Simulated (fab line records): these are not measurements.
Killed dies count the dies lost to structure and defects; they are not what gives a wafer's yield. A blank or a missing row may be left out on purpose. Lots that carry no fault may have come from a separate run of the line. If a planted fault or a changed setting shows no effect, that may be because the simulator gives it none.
Chamber matching + flow gf180mcu + 3 sister chambers for GF_V3_CVD_02 on pecvd-03
The step deposits SiO2 from TEOS, target thk 850 nm, time 94.851 s. 3 wafers are shown with their chamber, then 8 later ones without.

## WAFERS WITH THEIR CHAMBER
| wafer  | chamber | heater_power_w (W) |
|--------|---------|--------------------|
| L083.2 | 1       | 754                |
| L083.6 | 2       | 647                |
| L084.2 | 0       | 900                |

## WAFERS WITHOUT THEIR CHAMBER
| wafer  | heater_power_w (W) |
|--------|--------------------|
| L084.5 | 567                |
| L084.6 | 866                |
| L092.1 | 806                |
| L092.3 | 564                |
| L092.5 | 860                |
| L095.1 | 663                |
| L095.3 | 833                |
| L095.6 | 877                |

## CHAMBER TAKEN BY EACH
| wafer  | from the rows above          | in truth |
|--------|------------------------------|----------|
| L084.5 | can't be placed: 2 or 1      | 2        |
| L084.6 | can't be placed: 0 or 1      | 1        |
| L092.1 | can't be placed: 1 or 0 or 2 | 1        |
| L092.3 | can't be placed: 2 or 1      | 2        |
| L092.5 | can't be placed: 0 or 1      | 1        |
| L095.1 | can't be placed: 2 or 1      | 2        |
| L095.3 | can't be placed: 0 or 1      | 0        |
| L095.6 | can't be placed: 0 or 1      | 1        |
0 of 8 placed correctly. Cannot be placed on the basis of these rows: 8; the candidates contain the true chamber in 8. Wrongly placed: 0.
How it was worked out, from the rows above alone: a wafer's distance from a chamber is the root of the sum, over the readings, of the square of ((its reading less the chamber's mean) divided by the reading's scatter). The wafer belongs to the nearest chamber; if the next one is less than 2 further off, it can't be placed. Each chamber's mean is taken over the wafers shown for it. The scatter: with one shown wafer a chamber, the root of the mean of the squares of how far each hidden wafer lies from its nearest shown one.
